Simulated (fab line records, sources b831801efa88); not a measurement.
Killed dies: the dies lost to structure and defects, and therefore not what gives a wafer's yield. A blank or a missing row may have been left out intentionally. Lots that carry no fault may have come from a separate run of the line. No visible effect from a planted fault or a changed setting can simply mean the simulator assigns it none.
8D (eight disciplines) problem report, filled in by code | flow sfq line | the parts of the form that need people (team, actions taken, sign-off) are left out

## 1. THE ISSUE
SFQ_TRILAYER_I4_VIA_ETCH_VIA_ETCH_106, bias w: mean 77.84 W on 2 wafers (1 lot); fault-free wafers 80.03 W, standard deviation 0.25. Measured from the usual mean, that is -8.7 standard deviations.
The step: etches SiO2 in CHF3, stops on Nb, target depth 260 nm.
The first sign was on wafer L302.4 at day 59 12:45, on rie diel-02. At this step, 39 wafers from 13 lots have a number in the record. Rule for "out", or "out of limits": more than 4 standard deviations from the usual mean. The rest of the wafers with a number are treated as sound.

## 2. WHAT THIS IS AND IS NOT
question                    | is                | is not
which readings at this step | bias w            | drypump motor current A
which lots                  | L302              | L289, L290, L291, L292, L293, L299, L304, L306, L307, L309, L311, L312
which wafers of those lots  | L302.4, L302.6    | L302.3
read on which tools         | rie diel-02       | rie diel-01, rie diel-04
when                        | from day 59 12:45 | up to then (19 sound wafers); but 18 sound wafers of L304, L306, L307, L309, L311, L312 came after

## 3. WHAT RULES OUT EACH SUSPECT
Counting: any tool at a process step up to the reading remains a suspect provided it ran every lot that is out. Sound lots after the first of them don't rule it out here, since some wafers of a struck lot are sound.
- rie diel-02 at SFQ_TRILAYER_I4_VIA_ETCH_VIA_ETCH_106 (etches SiO2 in CHF3, stops on Nb, target depth 260 nm): kept. It ran the lot that is out, L302 (day 59 12:45); its last sound lot up to then is L293 (day 56 23:26). Out on those wafers are its own readings of bias w.
- The sound lot-mates ran in chamber 3 of rie diel-02 at SFQ_TRILAYER_I4_VIA_ETCH_VIA_ETCH_106, but the wafers that are out ran in chamber 1.
Remaining after the count: rie diel-02 at SFQ_TRILAYER_I4_VIA_ETCH_VIA_ETCH_106.

## 4. THE CAUSE (what the simulator had put in)
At SFQ_TRILAYER_I4_VIA_ETCH_VIA_ETCH_106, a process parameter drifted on rie diel-02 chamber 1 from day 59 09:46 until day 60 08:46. Setting bias w shifted by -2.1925 from 80. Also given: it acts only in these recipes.
Only this tool survived the counting.

## 5. THE EFFECT CHAIN, in route order
Rows list readings where the struck wafers' mean (over those with a number) sits beyond 3 standard deviations from the usual. Readings are gone through only where the record gives a usual standard deviation; hours: the median, over the lots, of the time from a lot's start at the first step in this table giving one to that lot's start at this step; sigmas: the change measured in usual standard deviations.
hours | step                                  | reading | usual   | on struck wafers | change | sigmas
0     | SFQ_TRILAYER_I4_VIA_ETCH_VIA_ETCH_106 | bias w  | 80.03 W | 77.84            | -2.19  | -8.7
Process steps it contains:
- SFQ_TRILAYER_I4_VIA_ETCH_VIA_ETCH_106: etches SiO2 in CHF3, stops on Nb, target depth 260 nm.
Later measuring or inspecting steps at which every struck wafer that the step has a row for has a number for every such reading, and none has moved that far: SFQ_C5_OVL_MEAS_937, SFQ_M6_RS_MEAS_938.

## 6. HOW IT WOULD HAVE BEEN CAUGHT EARLIER
The fault began at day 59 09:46; the first out-of-limits reading in this record came at day 59 12:45, 3 hours later.
